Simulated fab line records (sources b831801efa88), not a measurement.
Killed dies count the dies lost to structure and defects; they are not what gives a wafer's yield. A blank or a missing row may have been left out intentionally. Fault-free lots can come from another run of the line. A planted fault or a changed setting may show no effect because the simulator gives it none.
fab line records ; flow sky130
record: lots: 24; wafers: 72; last-day: 50
route steps=708 shown VIA1@480 METAL2@486 CAP2M@615 VIA4@660 PASSIVATION@682
lots untouched by any fault: they come from a run of this same line in which no faults occurred
start-h: hours from the record's opening day to when the first of the lot's shown wafers began ; wait-h: hours elapsed since this lot's preceding step ; " same as the row above ; L1.1+2: several wafers, shown together as one row ; - no value present, or no start provided ; * or withheld: withheld ; < > ~ a bound
route shown NAME@n: NAME is a module with steps in the file, n the number in the route of the first one ; usual: mean/standard deviation taken from wafers without a fault ; same: alike in all rows ; chamber/n: place in a boat ; sites: readings site by site ; _std_site: their standard deviation ; _edge_site: mean of outer sites minus mean of inner sites ; radius-mm: for every site, how far away it sits from the centre of the wafer ; mask NAME#n: copy n ; behind: the most recent tool/chamber to have shaped the wafer ; hold: why the lot went on hold/how many hours it stayed there/how the hold came to an end ; device: which transistor (n, p or np) failed to switch ; end of line: tests run on the same wafers once the route is complete ; for a step that has no rows: nothing shown but its recipe ; killed: count of dies lost to structure and defects at first sort (not the wafer's yield) ; map: shows each die of a wafer: x if killed, . if not, _ if none is there
set.NAME: the setting that was run; set.NAME@STEP: the one run at that earlier step ; model.NAME: the simulator's own value behind a step, which no gauge read
route steps across a sampled set of lots; one table per step, one row per wafer
services: from which hour (start-h, from the record's first day; less than 0 if before it) a tool's chamber was out of use, for how many hours, and why
== steps ==
step: SKY_VIA1_RS_MEAS_22
recipe: thk-meas-gauge: four-point-probe; reads: W_of_VIA1_CVD_21+TiN_of_VIA1_SPUTTER_20
usual: VIA1_W_RS: 0.424/0.0049
lot.wafer;tool;chamber;start-h;wait-h;VIA1_W_RS[ohm/sq]
L074.2;film-metro-04;-;780.01;0.1;0.434
L074.4;film-metro-04;-;780.01;0.1;0.425
L074.6;film-metro-04;-;780.01;0.1;0.427
L076.1;film-metro-04;-;804.23;0.1;0.423
L076.3;film-metro-04;-;804.23;0.1;0.431
L076.5;film-metro-04;-;804.23;0.1;0.424
L075.3;film-metro-04;-;810.68;0.1;0.427
L075.4;film-metro-04;-;810.68;0.1;0.422
L075.5;film-metro-04;-;810.68;0.1;0.429
L078.1;film-metro-03;-;816.47;0.1;0.415
L078.5;film-metro-03;-;816.47;0.1;0.421
L078.6;film-metro-03;-;816.47;0.1;0.419
L077.1;film-metro-02;-;821.53;0.2;0.420
L077.4;film-metro-02;-;821.53;0.2;0.423
L077.5;film-metro-02;-;821.53;0.2;0.424
L079.2;film-metro-04;-;831.60;0.1;0.439
L079.3;film-metro-04;-;831.60;0.1;0.438
L079.4;film-metro-04;-;831.60;0.1;0.435
L080.1;film-metro-04;-;833.23;0.1;0.424
L080.2;film-metro-04;-;833.23;0.1;0.426
L080.3;film-metro-04;-;833.23;0.1;0.427
L081.2;film-metro-04;-;838.20;0.1;0.423
L081.5;film-metro-04;-;838.20;0.1;0.420
L081.6;film-metro-04;-;838.20;0.1;0.419
L082.1;film-metro-02;-;846.83;0.1;0.426
L082.2;film-metro-02;-;846.83;0.1;0.428
L082.5;film-metro-02;-;846.83;0.1;0.429
L083.3;film-metro-02;-;852.16;0.1;0.418
L083.4;film-metro-02;-;852.16;0.1;0.422
L083.6;film-metro-02;-;852.16;0.1;0.423
L084.1;film-metro-02;-;871.46;0.1;0.429
L084.4;film-metro-02;-;871.46;0.1;0.420
L084.5;film-metro-02;-;871.46;0.1;0.427
L085.4;film-metro-03;-;872.22;0.1;0.425
L085.5;film-metro-03;-;872.22;0.1;0.425
L085.6;film-metro-03;-;872.22;0.1;0.425
L086.1;film-metro-02;-;872.44;0.1;0.426
L086.3;film-metro-02;-;872.44;0.1;0.420
L086.5;film-metro-02;-;872.44;0.1;0.425
L087.1;film-metro-02;-;878.23;0.1;0.430
L087.3;film-metro-02;-;878.23;0.1;0.426
L087.6;film-metro-02;-;878.23;0.1;0.425
L088.3;film-metro-03;-;888.69;0.1;0.424
L088.5;film-metro-03;-;888.69;0.1;0.422
L088.6;film-metro-03;-;888.69;0.1;0.424
L090.1;film-metro-02;-;918.58;0.1;0.425
L090.3;film-metro-02;-;918.58;0.1;0.429
L090.5;film-metro-02;-;918.58;0.1;0.427
L089.1;film-metro-03;-;919.53;0.1;0.426
L089.2;film-metro-03;-;919.53;0.1;0.427
L089.4;film-metro-03;-;919.53;0.1;0.425
L091.4;film-metro-03;-;926.29;0.1;0.427
L091.5;film-metro-03;-;926.29;0.1;0.427
L091.6;film-metro-03;-;926.29;0.1;0.423
L093.1;film-metro-03;-;933.12;0.1;0.423
L093.2;film-metro-03;-;933.12;0.1;0.424
L093.6;film-metro-03;-;933.12;0.1;0.428
L094.3;film-metro-04;-;933.78;0.1;0.415
L094.4;film-metro-04;-;933.78;0.1;0.423
L094.6;film-metro-04;-;933.78;0.1;0.416
L092.1;film-metro-04;-;934.93;0.1;0.419
L092.3;film-metro-04;-;934.93;0.1;0.420
L092.6;film-metro-04;-;934.93;0.1;0.423
L096.1;film-metro-02;-;946.68;0.1;0.415
L096.4;film-metro-02;-;946.68;0.1;0.422
L096.6;film-metro-02;-;946.68;0.1;0.417
L095.1;film-metro-03;-;948.47;0.1;0.425
L095.2;film-metro-03;-;948.47;0.1;0.428
L095.3;film-metro-03;-;948.47;0.1;0.430
L097.2;film-metro-02;-;961.06;0.1;0.415
L097.5;film-metro-02;-;961.06;0.1;0.418
L097.6;film-metro-02;-;961.06;0.1;0.422
step: SKY_METAL2_SPUTTER_03
recipe: material: Ti; target-thk-nm: 5; power-w: 3000; time-s: 3.3; chamber-pressure-pa: 0.4
usual: throttle-valve-pct: 30.8/1.2
lot.wafer;tool;chamber;start-h;wait-h;throttle-valve-pct
L074.2;pvd-sputter-03;-;780.54;0.0;29.3
L074.4;pvd-sputter-03;-;780.54;0.0;32.9
L074.6;pvd-sputter-03;-;780.54;0.0;32.9
L076.1;pvd-sputter-01;-;804.78;0.0;33.0
L076.3;pvd-sputter-01;-;804.78;0.0;30.8
L076.5;pvd-sputter-01;-;804.78;0.0;30.1
L075.3;pvd-sputter-01;-;811.20;0.0;30.7
L075.4;pvd-sputter-01;-;811.20;0.0;30.2
L075.5;pvd-sputter-01;-;811.20;0.0;33.2
L078.1;pvd-sputter-01;-;817.02;0.0;30.3
L078.5;pvd-sputter-01;-;817.02;0.0;30.5
L078.6;pvd-sputter-01;-;817.02;0.0;30.2
L077.1;pvd-sputter-01;-;822.13;0.0;32.9
L077.4;pvd-sputter-01;-;822.13;0.0;30.4
L077.5;pvd-sputter-01;-;822.13;0.0;30.5
L079.2;pvd-sputter-03;-;832.13;0.0;30.5
L079.3;pvd-sputter-03;-;832.13;0.0;29.3
L079.4;pvd-sputter-03;-;832.13;0.0;32.9
L080.1;pvd-sputter-01;-;833.78;0.0;32.9
L080.2;pvd-sputter-01;-;833.78;0.0;30.3
L080.3;pvd-sputter-01;-;833.78;0.0;30.2
L081.2;pvd-sputter-01;-;838.73;0.0;30.7
L081.5;pvd-sputter-01;-;838.73;0.0;30.4
L081.6;pvd-sputter-01;-;838.73;0.0;30.6
L082.1;pvd-sputter-04;-;847.39;0.0;30.2
L082.2;pvd-sputter-04;-;847.39;0.0;29.5
L082.5;pvd-sputter-04;-;847.39;0.0;29.6
L083.3;pvd-sputter-03;-;852.68;0.0;32.3
L083.4;pvd-sputter-03;-;852.68;0.0;30.7
L083.6;pvd-sputter-03;-;852.68;0.0;32.4
L084.1;pvd-sputter-03;-;872.01;0.0;29.5
L084.4;pvd-sputter-03;-;872.01;0.0;30.9
L084.5;pvd-sputter-03;-;872.01;0.0;32.2
L085.4;pvd-sputter-03;-;872.72;0.0;32.2
L085.5;pvd-sputter-03;-;872.72;0.0;29.9
L085.6;pvd-sputter-03;-;872.72;0.0;30.5
L086.1;pvd-sputter-01;-;873.00;0.0;30.5
L086.3;pvd-sputter-01;-;873.00;0.0;30.5
L086.5;pvd-sputter-01;-;873.00;0.0;32.9
L087.1;pvd-sputter-04;-;878.78;0.0;28.8
L087.3;pvd-sputter-04;-;878.78;0.0;29.6
L087.6;pvd-sputter-04;-;878.78;0.0;30.5
L088.3;pvd-sputter-04;-;889.20;0.0;29.7
L088.5;pvd-sputter-04;-;889.20;0.0;28.6
L088.6;pvd-sputter-04;-;889.20;0.0;29.6
L090.1;pvd-sputter-03;-;919.13;0.0;32.5
L090.3;pvd-sputter-03;-;919.13;0.0;33.0
L090.5;pvd-sputter-03;-;919.13;0.0;30.8
L089.1;pvd-sputter-03;-;920.09;0.0;32.9
L089.2;pvd-sputter-03;-;920.09;0.0;29.5
L089.4;pvd-sputter-03;-;920.09;0.0;32.3
L091.4;pvd-sputter-01;-;926.78;0.0;30.5
L091.5;pvd-sputter-01;-;926.78;0.0;32.8
L091.6;pvd-sputter-01;-;926.78;0.0;30.2
L093.1;pvd-sputter-03;-;933.67;0.0;29.4
L093.2;pvd-sputter-03;-;933.67;0.0;32.4
L093.6;pvd-sputter-03;-;933.67;0.0;32.2
L094.3;pvd-sputter-04;-;934.29;0.0;30.4
L094.4;pvd-sputter-04;-;934.29;0.0;30.5
L094.6;pvd-sputter-04;-;934.29;0.0;29.6
L092.1;pvd-sputter-01;-;935.48;0.0;30.4
L092.3;pvd-sputter-01;-;935.48;0.0;30.4
L092.6;pvd-sputter-01;-;935.48;0.0;30.8
L096.1;pvd-sputter-03;-;947.24;0.0;32.5
L096.4;pvd-sputter-03;-;947.24;0.0;30.6
L096.6;pvd-sputter-03;-;947.24;0.0;32.2
L095.1;pvd-sputter-01;-;949.02;0.0;30.2
L095.2;pvd-sputter-01;-;949.02;0.0;30.7
L095.3;pvd-sputter-01;-;949.02;0.0;30.1
L097.2;pvd-sputter-04;-;961.63;0.0;30.0
L097.5;pvd-sputter-04;-;961.63;0.0;30.5
L097.6;pvd-sputter-04;-;961.63;0.0;29.7
step: SKY_METAL2_DESCUM_17
recipe: chemistry: O2; source-power-w: 150; bias-power-w: 0; pressure-mtorr: 10; temp-c: 40; time-s: 8
usual: drypump-motor-current-A: 6.0/0.52; oes-product-au: 0.993/0.0078
lot.wafer;tool;chamber;start-h;wait-h;drypump-motor-current-A;oes-product-au;rf-hours-counter-h
L074.2;rie-metal-03;0;805.34;0.0;6.0;0.996;15
L074.4;rie-metal-03;0;805.34;0.0;6.0;0.990;-
L074.6;rie-metal-03;1;805.34;0.0;5.6;0.996;-
L076.1;rie-metal-04;0;828.30;0.0;6.4;1.003;4
L076.3;rie-metal-04;1;828.30;0.0;5.1;0.990;-
L076.5;rie-metal-04;1;828.30;0.0;5.1;0.989;-
L075.3;rie-metal-02;0;833.86;0.0;6.8;0.988;-
L075.4;rie-metal-02;1;833.86;0.0;5.7;0.992;-
L075.5;rie-metal-02;1;833.86;0.0;5.7;0.989;-
L078.1;rie-metal-03;0;839.94;0.0;6.0;1.002;0
L078.5;rie-metal-03;0;839.94;0.0;6.0;1.006;-
L078.6;rie-metal-03;1;839.94;0.0;5.6;0.990;-
L077.1;rie-metal-04;1;847.44;0.0;5.1;0.991;8
L077.4;rie-metal-04;0;847.44;0.0;6.5;1.001;-
L077.5;rie-metal-04;1;847.44;0.0;5.1;0.987;-
L079.2;rie-metal-04;0;859.25;0.0;6.4;0.987;5
L079.3;rie-metal-04;0;859.25;0.0;6.5;0.994;-
L079.4;rie-metal-04;1;859.25;0.0;5.1;0.980;-
L080.1;rie-metal-03;0;860.19;0.0;6.0;0.992;2
L080.2;rie-metal-03;1;860.19;0.0;5.6;0.982;4
L080.3;rie-metal-03;1;860.19;0.0;5.6;0.993;-
L081.2;rie-metal-02;1;865.19;0.0;5.7;0.994;9
L081.5;rie-metal-02;0;865.19;0.0;6.8;1.005;-
L081.6;rie-metal-02;1;865.19;0.0;5.7;0.995;-
L082.1;rie-metal-03;1;870.95;0.0;5.6;0.991;5
L082.2;rie-metal-03;0;870.95;0.0;6.0;1.006;2
L082.5;rie-metal-03;0;870.95;0.0;6.0;1.005;-
L083.3;rie-metal-03;1;879.32;0.0;5.6;0.991;-
L083.4;rie-metal-03;0;879.32;0.0;6.0;0.993;-
L083.6;rie-metal-03;0;879.32;0.0;6.0;0.989;-
L084.1;rie-metal-02;1;898.46;0.0;5.7;0.980;11
L084.4;rie-metal-02;1;898.46;0.0;5.7;0.996;-
L084.5;rie-metal-02;1;898.46;0.0;5.7;0.986;-
L085.4;rie-metal-04;0;899.11;0.0;6.5;0.989;-
L085.5;rie-metal-04;0;899.11;0.0;6.5;0.998;-
L085.6;rie-metal-04;1;899.11;0.0;5.1;1.002;-
L086.1;rie-metal-02;0;899.64;0.0;6.8;0.989;10
L086.3;rie-metal-02;1;899.64;0.0;5.7;1.004;-
L086.5;rie-metal-02;1;899.64;0.0;5.7;0.982;-
L087.1;rie-metal-03;0;904.02;0.0;6.0;1.003;3
L087.3;rie-metal-03;0;904.02;0.0;6.0;1.005;-
L087.6;rie-metal-03;1;904.02;0.0;5.6;0.989;-
L088.3;rie-metal-02;0;913.76;0.0;6.8;0.985;-
L088.5;rie-metal-02;0;913.76;0.0;6.8;0.992;-
L088.6;rie-metal-02;1;913.76;0.0;5.7;0.986;-
L090.1;rie-metal-03;0;943.25;0.0;6.0;1.013;5
L090.3;rie-metal-03;1;943.25;0.0;5.6;0.985;-
L090.5;rie-metal-03;0;943.25;0.0;6.0;1.001;-
L089.1;rie-metal-03;1;945.15;0.0;5.6;0.987;8
L089.2;rie-metal-03;0;945.15;0.0;6.0;0.989;5
L089.4;rie-metal-03;1;945.15;0.0;5.6;0.998;-
L091.4;rie-metal-02;1;952.19;0.0;5.7;0.989;-
L091.5;rie-metal-02;1;952.19;0.0;5.7;0.996;-
L091.6;rie-metal-02;0;952.19;0.0;6.8;1.005;-
L093.1;rie-metal-03;1;958.05;0.0;5.6;0.990;8
L093.2;rie-metal-03;0;958.05;0.0;6.0;0.999;6
L093.6;rie-metal-03;0;958.05;0.0;6.0;0.997;-
L094.3;rie-metal-02;1;958.91;0.0;5.7;1.001;-
L094.4;rie-metal-02;0;958.91;0.0;6.8;0.996;-
L094.6;rie-metal-02;1;958.91;0.0;5.7;0.994;-
L092.1;rie-metal-03;0;959.79;0.0;6.0;1.005;6
L092.3;rie-metal-03;1;959.79;0.0;5.6;0.980;-
L092.6;rie-metal-03;0;959.79;0.0;6.0;0.998;-
L096.1;rie-metal-02;1;971.60;0.0;5.7;0.986;14
L096.4;rie-metal-02;0;971.60;0.0;6.8;0.994;-
L096.6;rie-metal-02;1;971.60;0.0;5.7;0.977;-
L095.1;rie-metal-04;0;972.59;0.0;6.5;0.998;11
L095.2;rie-metal-04;1;972.59;0.0;5.1;0.991;14
L095.3;rie-metal-04;1;972.59;0.0;5.1;0.992;-
L097.2;rie-metal-04;0;985.80;0.0;6.5;0.999;12
L097.5;rie-metal-04;1;985.80;0.0;5.1;0.981;-
L097.6;rie-metal-04;0;985.80;0.0;6.5;0.990;-
step: SKY_CAP2M_OVL_MEAS_12
usual: CAP2M_OVL: -0.4/1.3
lot.wafer;tool;chamber;start-h;wait-h;CAP2M_OVL[nm]
L074.2;overlay-02;-;935.24;0.1;-0.1
L074.4;overlay-02;-;935.24;0.1;-1.2
L074.6;overlay-02;-;935.24;0.1;-2.1
L076.1;overlay-02;-;960.49;0.1;2.2
L076.3;overlay-02;-;960.49;0.1;0.8
L076.5;overlay-02;-;960.49;0.1;0.7
L075.3;overlay-01;-;966.70;0.1;-1.8
L075.4;overlay-01;-;966.70;0.1;-0.4
L075.5;overlay-01;-;966.70;0.1;-0.7
L078.1;overlay-01;-;973.54;0.1;-1.4
L078.5;overlay-01;-;973.54;0.1;-1.4
L078.6;overlay-01;-;973.54;0.1;-1.8
L077.1;overlay-02;-;979.99;0.1;1.9
L077.4;overlay-02;-;979.99;0.1;2.0
L077.5;overlay-02;-;979.99;0.1;1.1
L080.1;overlay-01;-;993.19;0.1;2.3
L080.2;overlay-01;-;993.19;0.1;0.5
L080.3;overlay-01;-;993.19;0.1;0.8
L079.2;overlay-01;-;993.99;0.1;-0.6
L079.3;overlay-01;-;993.99;0.1;-1.3
L079.4;overlay-01;-;993.99;0.1;-1.0
L081.2;overlay-01;-;995.89;0.1;-2.8
L081.5;overlay-01;-;995.89;0.1;-1.3
L081.6;overlay-01;-;995.89;0.1;-1.9
L082.1;overlay-01;-;1002.54;0.1;0.2
L082.2;overlay-01;-;1002.54;0.1;0.7
L082.5;overlay-01;-;1002.54;0.1;-0.4
L083.3;overlay-01;-;1006.85;0.1;-0.5
L083.4;overlay-01;-;1006.85;0.1;-1.2
L083.6;overlay-01;-;1006.85;0.1;1.6
L084.1;overlay-02;-;1026.74;0.1;0.5
L084.4;overlay-02;-;1026.74;0.1;-2.2
L084.5;overlay-02;-;1026.74;0.1;-1.0
L085.4;overlay-02;-;1027.96;0.1;1.9
L085.5;overlay-02;-;1027.96;0.1;1.3
L085.6;overlay-02;-;1027.96;0.1;-0.2
L086.1;overlay-02;-;1028.34;0.1;-0.8
L086.3;overlay-02;-;1028.34;0.1;0.6
L086.5;overlay-02;-;1028.34;0.1;-0.1
L087.1;overlay-02;-;1029.54;0.1;-1.3
L087.3;overlay-02;-;1029.54;0.1;-1.9
L087.6;overlay-02;-;1029.54;0.1;-2.2
L088.3;overlay-01;-;1037.25;0.1;2.9
L088.5;overlay-01;-;1037.25;0.1;2.9
L088.6;overlay-01;-;1037.25;0.1;2.0
L090.1;overlay-02;-;1063.49;0.1;-0.9
L090.3;overlay-02;-;1063.49;0.1;-0.8
L090.5;overlay-02;-;1063.49;0.1;0.2
L089.1;overlay-01;-;1066.94;0.1;-0.9
L089.2;overlay-01;-;1066.94;0.1;-0.9
L089.4;overlay-01;-;1066.94;0.1;-1.5
L091.4;overlay-02;-;1073.76;0.1;-2.4
L091.5;overlay-02;-;1073.76;0.1;-1.5
L091.6;overlay-02;-;1073.76;0.1;-2.1
L094.3;overlay-01;-;1077.96;0.1;-0.8
L094.4;overlay-01;-;1077.96;0.1;-1.4
L094.6;overlay-01;-;1077.96;0.1;-0.7
L093.1;overlay-02;-;1078.64;0.1;-1.3
L093.2;overlay-02;-;1078.64;0.1;-1.8
L093.6;overlay-02;-;1078.64;0.1;-0.8
L092.1;overlay-02;-;1079.44;0.1;-3.1
L092.3;overlay-02;-;1079.44;0.1;0.1
L092.6;overlay-02;-;1079.44;0.1;-0.8
L096.1;overlay-02;-;1089.89;0.1;0.6
L096.4;overlay-02;-;1089.89;0.1;-0.9
L096.6;overlay-02;-;1089.89;0.1;0.3
L095.1;overlay-01;-;1090.24;0.1;-1.1
L095.2;overlay-01;-;1090.24;0.1;-1.6
L095.3;overlay-01;-;1090.24;0.1;-0.8
L097.2;overlay-02;-;1101.65;0.1;-0.5
L097.5;overlay-02;-;1101.65;0.1;1.2
L097.6;overlay-02;-;1101.65;0.1;-0.6
step: SKY_VIA4_CMP_21
recipe: stop-on: SiO2; t-overpolish-s: 25; down-force-psi: 3.5; platen-rpm: 60; target-thk-nm: 0; pad-velocity-m-s: 0.94248
usual: head-pressure-psi: 3.501/0.0065; motor-current-A: 11.2/0.97; overpolish-run-s: 24.999/0.0091; retaining-ring-pressure-frac: 1.000/0.0053; time-to-endpoint-s: 122/4.4
lot.wafer;tool;chamber;start-h;wait-h;head-pressure-psi;motor-current-A;overpolish-run-s;retaining-ring-pressure-frac;time-to-endpoint-s
L074.4;cmp-01;0;985.83;0.1;3.505;10.3;24.994;0.995;127
L074.2;cmp-01;1;985.83;0.1;3.496;11.7;24.990;1.005;128
L074.6;cmp-01;3;985.83;0.1;3.499;9.9;24.990;1.002;120
L076.1;cmp-01;1;1011.07;0.2;3.497;12.1;25.000;0.995;122
L076.3;cmp-01;2;1011.07;0.2;3.503;12.1;24.997;0.999;118
L076.5;cmp-01;2;1011.07;0.2;3.499;13.5;24.996;1.010;118
L075.4;cmp-01;1;1016.84;0.1;3.504;11.8;25.007;1.001;123
L075.3;cmp-01;2;1016.84;0.1;3.504;13.1;24.996;0.998;125
L075.5;cmp-01;1;1016.84;0.1;3.502;12.5;24.996;1.001;128
L078.1;cmp-02;0;1022.81;0.1;3.502;10.2;25.013;1.005;121
L078.5;cmp-02;0;1022.81;0.1;3.500;10.3;24.985;1.008;121
L078.6;cmp-02;1;1022.81;0.1;3.497;11.2;24.991;0.998;129
L077.4;cmp-02;0;1030.35;0.1;3.504;10.2;25.022;1.001;118
L077.1;cmp-02;1;1030.35;0.1;3.500;12.2;25.010;0.998;128
L077.5;cmp-02;3;1030.35;0.1;3.512;12.2;25.008;1.002;127
L080.3;cmp-01;1;1043.48;0.0;3.488;11.8;25.010;1.003;131
L080.2;cmp-01;2;1043.48;0.0;3.501;12.9;25.010;0.997;124
L080.1;cmp-01;3;1043.48;0.0;3.508;10.3;24.995;0.995;125
L079.4;cmp-02;0;1043.78;0.0;3.501;10.2;25.000;0.996;112
L079.2;cmp-02;1;1043.78;0.0;3.497;11.7;25.015;1.003;120
L079.3;cmp-02;2;1043.78;0.0;3.513;10.1;24.999;0.993;122
L081.2;cmp-02;1;1045.54;0.2;3.509;10.9;24.999;0.998;126
L081.6;cmp-02;2;1045.54;0.2;3.517;9.9;25.005;0.995;130
L081.5;cmp-02;3;1045.54;0.2;3.497;12.0;24.987;1.003;123
L082.1;cmp-02;3;1051.28;0.1;3.503;12.0;25.016;0.991;120
L082.2;cmp-02;2;1051.28;0.1;3.509;9.8;24.984;0.990;124
L082.5;cmp-02;0;1051.28;0.1;3.500;10.1;24.991;1.009;121
L083.4;cmp-02;1;1055.93;0.1;3.500;11.8;24.989;0.996;119
L083.3;cmp-02;2;1055.93;0.1;3.511;10.1;25.006;1.001;122
L083.6;cmp-02;0;1055.93;0.1;3.504;9.9;24.987;1.004;113
L084.1;cmp-02;2;1073.39;0.1;3.515;10.6;25.019;0.993;117
L084.4;cmp-02;1;1073.39;0.1;3.495;11.1;25.004;0.994;122
L084.5;cmp-02;3;1073.39;0.1;3.503;11.9;25.016;1.007;115
L085.4;cmp-02;0;1074.73;0.2;3.496;10.3;25.004;0.999;115
L085.5;cmp-02;2;1074.73;0.2;3.504;9.3;25.012;1.003;120
L085.6;cmp-02;3;1074.73;0.2;3.497;11.5;24.994;0.998;117
L086.3;cmp-02;0;1076.47;1.2;3.497;10.0;25.000;1.005;116
L086.1;cmp-02;2;1076.47;1.2;3.499;10.1;25.010;0.998;124
L086.5;cmp-02;1;1076.47;1.2;3.493;11.5;24.991;1.000;122
L087.1;cmp-02;3;1077.37;0.8;3.484;11.8;25.006;0.996;118
L087.3;cmp-02;0;1077.37;0.8;3.504;10.2;24.990;1.002;117
L087.6;cmp-02;0;1077.37;0.8;3.507;9.7;25.003;0.997;118
L088.3;cmp-01;0;1083.39;0.1;3.490;10.7;24.993;1.000;126
L088.5;cmp-01;2;1083.39;0.1;3.493;12.3;25.009;0.997;121
L088.6;cmp-01;3;1083.39;0.1;3.497;10.5;24.982;1.011;121
L090.1;cmp-02;1;1106.04;0.1;3.511;11.3;24.987;1.000;123
L090.3;cmp-02;3;1106.04;0.1;3.500;12.2;25.003;0.997;124
L090.5;cmp-02;0;1106.04;0.1;3.504;10.6;24.998;0.998;116
L089.2;cmp-01;3;1108.44;0.0;3.498;10.0;24.999;0.992;121
L089.4;cmp-01;1;1108.44;0.0;3.500;12.0;25.011;1.005;125
L089.1;cmp-01;2;1108.44;0.0;3.497;13.1;24.994;1.006;118
L091.4;cmp-01;1;1117.65;0.0;3.484;12.0;25.009;1.002;127
L091.6;cmp-01;1;1117.65;0.0;3.498;12.3;24.990;1.005;123
L091.5;cmp-01;2;1117.65;0.0;3.490;12.6;25.011;0.999;125
L093.2;cmp-02;3;1123.03;0.2;3.487;12.3;25.000;0.991;121
L093.1;cmp-02;1;1123.03;0.2;3.496;11.9;25.001;1.007;123
L093.6;cmp-02;2;1123.03;0.2;3.493;10.0;25.006;1.002;123
L094.4;cmp-01;0;1123.18;0.3;3.513;10.5;24.998;0.998;121
L094.3;cmp-01;2;1123.18;0.3;3.495;12.5;24.996;0.990;120
L094.6;cmp-01;0;1123.18;0.3;3.506;11.5;24.997;1.000;127
L092.1;cmp-01;2;1123.58;0.4;3.500;12.4;24.999;1.008;114
L092.3;cmp-01;3;1123.58;0.4;3.507;11.1;24.989;0.997;116
L092.6;cmp-01;1;1123.58;0.4;3.495;12.4;25.006;1.010;122
L096.4;cmp-02;3;1130.60;0.0;3.501;11.6;24.982;1.014;115
L096.1;cmp-02;1;1130.60;0.0;3.496;11.2;24.989;0.999;122
L096.6;cmp-02;3;1130.60;0.0;3.501;11.6;24.986;1.009;120
L095.3;cmp-01;2;1130.90;0.0;3.505;12.7;24.985;1.005;117
L095.1;cmp-01;3;1130.90;0.0;3.512;10.6;25.004;0.992;118
L095.2;cmp-01;1;1130.90;0.0;3.496;11.8;24.987;1.001;121
L097.2;cmp-01;1;1143.73;0.1;3.503;12.4;24.998;0.989;126
L097.6;cmp-01;0;1143.73;0.1;3.515;10.9;24.998;0.993;124
L097.5;cmp-01;1;1143.73;0.1;3.492;12.2;24.999;0.991;122
step: SKY_PASSIVATION_THK_MEAS_01
recipe: reads: SiO2_of_PASSIVATION_CVD_00
usual: PASSIVATION_CVD_00_THK: 90.0/1.2
lot.wafer;tool;chamber;start-h;wait-h;PASSIVATION_CVD_00_THK[nm]
L074.2;film-metro-02;-;1010.24;-;87.6
L074.4;film-metro-02;-;1010.24;-;89.3
L074.6;film-metro-02;-;1010.24;-;91.5
L076.1;film-metro-02;-;1035.13;-;90.7
L076.3;film-metro-02;-;1035.13;-;90.0
L076.5;film-metro-02;-;1035.13;-;91.7
L075.3;film-metro-04;-;1041.11;-;90.0
L075.4;film-metro-04;-;1041.11;-;89.9
L075.5;film-metro-04;-;1041.11;-;90.9
L078.1;film-metro-02;-;1047.02;-;89.0
L078.5;film-metro-02;-;1047.02;-;90.7
L078.6;film-metro-02;-;1047.02;-;89.9
L077.1;film-metro-02;-;1053.78;-;88.6
L077.4;film-metro-02;-;1053.78;-;89.1
L077.5;film-metro-02;-;1053.78;-;90.5
L080.1;film-metro-04;-;1065.13;-;89.1
L080.2;film-metro-04;-;1065.13;-;89.7
L080.3;film-metro-04;-;1065.13;-;87.6
L079.2;film-metro-02;-;1065.69;-;87.7
L079.3;film-metro-02;-;1065.69;-;88.1
L079.4;film-metro-02;-;1065.69;-;88.2
L081.2;film-metro-04;-;1066.88;-;90.2
L081.5;film-metro-04;-;1066.88;-;91.0
L081.6;film-metro-04;-;1066.88;-;90.8
L082.1;film-metro-02;-;1073.29;-;89.2
L082.2;film-metro-02;-;1073.29;-;88.6
L082.5;film-metro-02;-;1073.29;-;90.6
L083.3;film-metro-03;-;1077.50;-;89.6
L083.4;film-metro-03;-;1077.50;-;89.5
L083.6;film-metro-03;-;1077.50;-;89.3
L084.1;film-metro-04;-;1094.93;-;89.9
L084.4;film-metro-04;-;1094.93;-;90.4
L084.5;film-metro-04;-;1094.93;-;91.1
L085.4;film-metro-02;-;1096.02;-;90.8
L085.5;film-metro-02;-;1096.02;-;90.4
L085.6;film-metro-02;-;1096.02;-;92.5
L086.1;film-metro-02;-;1098.05;-;89.4
L086.3;film-metro-02;-;1098.05;-;88.9
L086.5;film-metro-02;-;1098.05;-;92.5
L087.1;film-metro-02;-;1098.83;-;89.9
L087.3;film-metro-02;-;1098.83;-;89.2
L087.6;film-metro-02;-;1098.83;-;89.8
L088.3;film-metro-04;-;1104.00;-;89.6
L088.5;film-metro-04;-;1104.00;-;90.8
L088.6;film-metro-04;-;1104.00;-;91.2
L090.1;film-metro-02;-;1127.31;-;88.7
L090.3;film-metro-02;-;1127.31;-;89.8
L090.5;film-metro-02;-;1127.31;-;91.7
L089.1;film-metro-02;-;1129.16;-;90.2
L089.2;film-metro-02;-;1129.16;-;89.8
L089.4;film-metro-02;-;1129.16;-;91.8
L091.4;film-metro-02;-;1137.90;-;89.3
L091.5;film-metro-02;-;1137.90;-;92.1
L091.6;film-metro-02;-;1137.90;-;89.5
L093.1;film-metro-02;-;1142.57;-;88.3
L093.2;film-metro-02;-;1142.57;-;88.6
L093.6;film-metro-02;-;1142.57;-;90.3
L094.3;film-metro-03;-;1143.23;-;89.4
L094.4;film-metro-03;-;1143.23;-;90.7
L094.6;film-metro-03;-;1143.23;-;89.9
L092.1;film-metro-04;-;1143.75;-;90.7
L092.3;film-metro-04;-;1143.75;-;90.7
L092.6;film-metro-04;-;1143.75;-;90.9
L096.1;film-metro-02;-;1149.47;-;89.1
L096.4;film-metro-02;-;1149.47;-;90.6
L096.6;film-metro-02;-;1149.47;-;91.4
L095.1;film-metro-03;-;1149.56;-;89.9
L095.2;film-metro-03;-;1149.56;-;89.7
L095.3;film-metro-03;-;1149.56;-;90.3
L097.2;film-metro-04;-;1162.47;-;90.6
L097.5;film-metro-04;-;1162.47;-;90.5
L097.6;film-metro-04;-;1162.47;-;90.7
== services ==
tool;chamber;start-h;hours;kind
cmp-01;-;773.75;3.8;repair
cmp-01;-;781.43;2.1;repair
cmp-01;-;782.40;1.8;repair
rie-metal-03;-;782.67;2.5;repair
cmp-02;-;789.24;4.1;repair
rie-metal-03;-;789.75;1.4;pm
cmp-02;-;817.69;2.8;repair
cmp-02;-;826.24;1.8;repair
cmp-01;-;863.44;1.2;repair
pvd-sputter-01;-;874.42;11.0;repair
cmp-02;-;895.66;5.6;pm
cmp-02;-;912.53;4.0;pm
cmp-01;-;920.05;1.0;repair
cmp-02;-;921.11;1.3;repair
cmp-02;-;1008.26;5.1;pm
cmp-02;-;1023.48;5.5;repair
rie-metal-03;-;1052.25;0.3;repair
cmp-01;-;1073.52;3.4;pm
pvd-sputter-01;-;1080.86;4.2;repair
cmp-01;-;1084.03;4.0;pm
rie-metal-03;-;1086.03;0.8;repair
cmp-02;-;1097.44;2.2;repair
cmp-01;-;1104.35;0.3;repair
cmp-01;-;1134.86;4.5;pm
== key ==
fault none
